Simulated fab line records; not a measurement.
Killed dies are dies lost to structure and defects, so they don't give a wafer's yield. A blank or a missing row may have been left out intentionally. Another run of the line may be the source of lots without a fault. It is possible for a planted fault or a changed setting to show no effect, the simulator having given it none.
A single fault, viewed from 2 desks	flow sky130	numbers are kept per desk, each desk with only its own; the story behind them comes last

AT THE TOOL OWNER'S DESK: pvdSputter-04
The tool's own readings at SKY_LOCAL_INTERCONNECT_SPUTTER_00 (material TiN, target thk 100 nm, time 83.3 s): means of the sampled wafers that have a number, for each lot that ran on this tool. Any lot whose mean is over 4 standard deviations away from the usual mean is out of limits and marked OUT; that distance is given in the brackets.
Columns: A = susceptorTempC at SKY_LOCAL_INTERCONNECT_SPUTTER_00, usual 300.02 C; B = throttleValvePct at SKY_LOCAL_INTERCONNECT_SPUTTER_00, usual 29.5 %
lot	first seen here	A	B
L196	day 30 22:25	299.97	29.1
L202	day 32 16:53	299.85	29.7
L203	day 33 01:50	299.68	30.1
L211	day 35 11:52	299.94	30.1
L212	day 36 00:52	300.04	30.1
L213	day 36 03:49	300.12	29.4
This desk's verdict: no lot among the 6 shows anything out of limits.

THE METROLOGY DESK
Lot by lot, what the gauges showed, no matter which tool ran the lot: averages of those sampled wafers that carry a number. Any lot whose mean is over 4 standard deviations away from the usual mean is out of limits and marked OUT; that distance is given in the brackets.
Columns: A = SD_P_TW at SKY_SD_P_TW_MEAS_11, usual 2844; B = SD_N_TW at SKY_SD_N_TW_MEAS_12, usual 4000; C = LOCAL_INTERCONNECT_TIN_RS at SKY_LOCAL_INTERCONNECT_RS_MEAS_01, usual 14.15 ohm/sq; D = LOCAL_INTERCONNECT_TIN_THK at SKY_LOCAL_INTERCONNECT_THK_MEAS_02, usual 99.2 nm
lot	first seen here	A	B	C	D
L196	day 27 05:19	2844	3995	13.95	101.6
L199	day 28 04:11	2852	3990	14.27	98.0
L202	day 29 02:32	2823	3989	14.80	95.1
L203	day 29 10:25	2836	3988	14.74	95.2
L205	day 30 11:28	2830	4007	14.21	98.1
L208	day 31 02:17	2842	3991	14.04	99.3
L209	day 31 07:50	2839	3978	14.04	99.4
L211	day 31 23:34	2844	3994	14.06	98.8
L212	day 32 14:17	2837	4025	14.04	100.6
L213	day 32 16:44	2845	4036	14.28	99.5
L215	day 33 02:32	2815	4001	14.17	99.0
This desk's verdict: no lot among the 11 shows anything out of limits.

ALL TOGETHER
Nothing out of limits was seen by the tool owner's desk.
The metrology desk saw nothing out of limits.

WHAT THE SIMULATOR HAD PUT IN
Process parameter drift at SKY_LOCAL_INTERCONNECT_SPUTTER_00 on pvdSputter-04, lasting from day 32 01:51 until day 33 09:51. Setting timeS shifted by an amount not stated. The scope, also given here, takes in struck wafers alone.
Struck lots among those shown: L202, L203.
